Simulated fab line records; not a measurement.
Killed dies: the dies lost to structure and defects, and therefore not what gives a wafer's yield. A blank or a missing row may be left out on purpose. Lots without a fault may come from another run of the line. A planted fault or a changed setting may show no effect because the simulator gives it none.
Chamber matching    flow sky130    4 sister chambers for SKY_FIELD_ISO_ETCH_17 on rie_si-01
The step etches Si in HBr/Cl2/O2, target depth 342 nm, time 97.7 s. 4 wafers are shown with their chamber, then 7 later ones without.

WAFERS PAIRED WITH THEIR CHAMBERS
wafer   chamber  drypump_motor_current_A (A)
L258.1  3        5.54
L259.4  2        5.95
L260.1  0        5.41
L260.2  1        5.69

WAFERS WITHOUT THEIR CHAMBER
wafer   drypump_motor_current_A (A)
L260.6  5.58
L268.1  5.68
L268.4  5.48
L268.6  5.92
L269.1  5.96
L269.2  5.60
L269.6  5.71

WHICH CHAMBER EACH ONE RAN IN
wafer   from the rows above      in truth
L260.6  can't be placed: 3 or 1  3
L268.1  1                        1
L268.4  can't be placed: 3 or 0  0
L268.6  2                        2
L269.1  2                        2
L269.2  can't be placed: 3 or 1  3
L269.6  1                        1
Correct placement for 4 of the 7. Not placeable from these rows: 3 (in 3, the candidates include the true chamber). Wrongly placed: 0.
How it was worked out, from the rows above alone: a wafer's distance from a chamber is the root of the sum, over the readings, of the square of ((its reading less the chamber's mean) divided by the reading's scatter). If the next closest chamber is less than 2 further off than the closest, the wafer can't be placed; otherwise it belongs to the closest. The mean given for a chamber averages the wafers shown for that chamber. The scatter: with one shown wafer a chamber, the root of the mean of the squares of how far each hidden wafer lies from its nearest shown one.
